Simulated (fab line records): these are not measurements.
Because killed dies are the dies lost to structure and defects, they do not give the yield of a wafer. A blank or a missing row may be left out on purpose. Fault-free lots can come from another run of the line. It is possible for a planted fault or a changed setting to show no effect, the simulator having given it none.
A lot that was struck, set against a sound lot || flow sky130 || 22 steps out of a route of 708
Sound: the wafers L568.1, L568.5, L568.6. The struck wafers were L576.2, L576.3, L576.6. Last of all comes the cause.
For every step that has rows: the tool of each side, followed by ch and its chambers, followed by its first start. Under that, the readings that differ: sound wafers || struck wafers || difference of the means || sigmas: that difference in standard deviations of wafers without a fault.
alike: same words and numbers on both sides, and readings whose means sit less than 2 such deviations apart. not compared: any withheld reading, any reading some wafer has no value for, any bound like >300 that may hide the same value, and any number with overlapping values for which the record gives no deviation.
A row with sigmas, a row that says differs or no value, or rows on one side alone: a step with any of these is where the two part. When numbers do not overlap yet have no deviation, they are printed without sigmas and do not part them. Lack of a reading on every wafer of one side parts them only where that side has two or more wafers.

first, 1 step without rows for these wafers: SKY_LI_CONTACT_PRE_CLEAN_18 (time 5.6 s).
SKY_LI_CONTACT_SPUTTER_19: material Ti, target thk 20 nm, time 106.37 s.
  struck on pvd_sputter-03, day 32 16:54; sound on pvd_sputter-03, day 29 16:31
  alike: cathode_dc_power_W, throttle_valve_pct
SKY_LI_CONTACT_SPUTTER_20: material TiN, target thk 20 nm, time 80 s.
  struck on pvd_sputter-03, day 32 16:59; sound on pvd_sputter-03, day 29 16:35
  alike: cathode_dc_power_W, throttle_valve_pct
then, 1 step without rows for these wafers: SKY_LI_CONTACT_CVD_21 (deposits W, target thk 400 nm, time 120.56 s).
SKY_LI_CONTACT_RS_MEAS_22: measurement is done with a four-point probe.
  struck on film_metro-03, day 32 17:11; sound on film_metro-03, day 29 16:47
  alike: LI_CONTACT_W_RS
SKY_LI_CONTACT_THK_MEAS_23: measures by xrf.
  struck on film_metro-03, day 32 17:17; sound on film_metro-03, day 29 16:54
  alike: LI_CONTACT_W_THK
SKY_LI_CONTACT_CMP_24: polishes, stops on PSG, t overpolish 20 s, target thk 0 nm.
  sound on cmp-02 ch 1,2, day 29 16:58; struck on cmp-02 ch 1,2,3, day 32 17:26
  alike: motor_current_A, overpolish_run_s, time_to_endpoint_s
SKY_LOCAL_INTERCONNECT_SPUTTER_00: material TiN, target thk 100 nm, time 83.3 s.
  struck on pvd_sputter-04, day 32 17:38; sound on pvd_sputter-04, day 29 17:16
  alike: cathode_dc_power_W, throttle_valve_pct
SKY_LOCAL_INTERCONNECT_RS_MEAS_01: measurement is done with a four-point probe.
  struck on film_metro-04, day 32 17:44; sound on film_metro-02, day 29 17:19
  alike: LOCAL_INTERCONNECT_TIN_RS
SKY_LOCAL_INTERCONNECT_THK_MEAS_02: measures by xrf.
  struck on film_metro-04, day 32 17:50; sound on film_metro-02, day 29 17:26
  alike: LOCAL_INTERCONNECT_TIN_THK
then, 2 steps without rows for these wafers: SKY_LOCAL_INTERCONNECT_DEHYDRATE_03 (time 60 s); SKY_LOCAL_INTERCONNECT_HMDS_04 (prime time 60 s).
SKY_LOCAL_INTERCONNECT_COAT_05: resist thk 60 nm.
  sound on litho_track-02 ch 0, day 30 07:16; struck on litho_track-02 ch 0, day 33 06:48
  not compared: resist_line_temp_C
then, 5 steps without rows for these wafers: SKY_LOCAL_INTERCONNECT_COAT_06 (resist thk 450 nm); SKY_LOCAL_INTERCONNECT_SOFTBAKE_07 (time 90 s); SKY_LOCAL_INTERCONNECT_EXPOSE_08 (exposes mask LI1M, target cd 170 nm); SKY_LOCAL_INTERCONNECT_PEB_09; SKY_LOCAL_INTERCONNECT_DEVELOP_10 (develop time 60 s).
SKY_LOCAL_INTERCONNECT_CD_MEAS_11: target cd 170 nm.
  struck on cd_sem-01, day 33 19:51; sound on cd_sem-01, day 30 21:26
  alike: cd_nm
SKY_LOCAL_INTERCONNECT_OVL_MEAS_12:
  struck on overlay-01, day 33 19:58; sound on overlay-02, day 30 21:33
  alike: LOCAL_INTERCONNECT_OVL
SKY_LOCAL_INTERCONNECT_ETCH_13: etches BARC in N2/H2, stops on SiO2, time 45.9 s, target depth 60 nm.
  sound on rie_metal-04 ch 0,1, day 30 21:35; struck on rie_metal-01 ch 1, day 33 19:59
{"reading": "drypump_motor_current_A (A)", "sound": "6.2 6.2 6.4", "struck": "5.1 5.1 5.1", "difference": -1.2, "sigmas": -3}
{"reading": "oes_product_au (a.u.)", "sound": "0.858 0.850 0.854", "struck": "0.861 0.876 0.870", "difference": "+0.015", "sigmas": "+3"}
{"reading": "model.etch.depth_nm (nm)", "sound": "59.77 59.74 59.79", "struck": "62.02 61.79 61.92", "difference": "+2.14", "sigmas": ""}
  alike: h2_flow_sccm, throttle_valve_pct
  not compared: rf_hours_counter_h
SKY_LOCAL_INTERCONNECT_METAL_ETCH_14: etches TiN in Cl2/BCl3, stops on PSG, target depth 110 nm, time 30.26 s.
  sound on rie_metal-04 ch 0,1, day 30 21:39; struck on rie_metal-01 ch 1, day 33 20:03
{"reading": "drypump_motor_current_A (A)", "sound": "6.1 6.1 6.3", "struck": "5.1 5.1 5.1", "difference": -1.1, "sigmas": -2}
  alike: oes_product_au, throttle_valve_pct
  not compared: rf_hours_counter_h

## WHERE THEY PART
Earliest at SKY_LOCAL_INTERCONNECT_ETCH_13; latest, in this record, at SKY_LOCAL_INTERCONNECT_METAL_ETCH_14.

WHY: what had been put in by the simulator
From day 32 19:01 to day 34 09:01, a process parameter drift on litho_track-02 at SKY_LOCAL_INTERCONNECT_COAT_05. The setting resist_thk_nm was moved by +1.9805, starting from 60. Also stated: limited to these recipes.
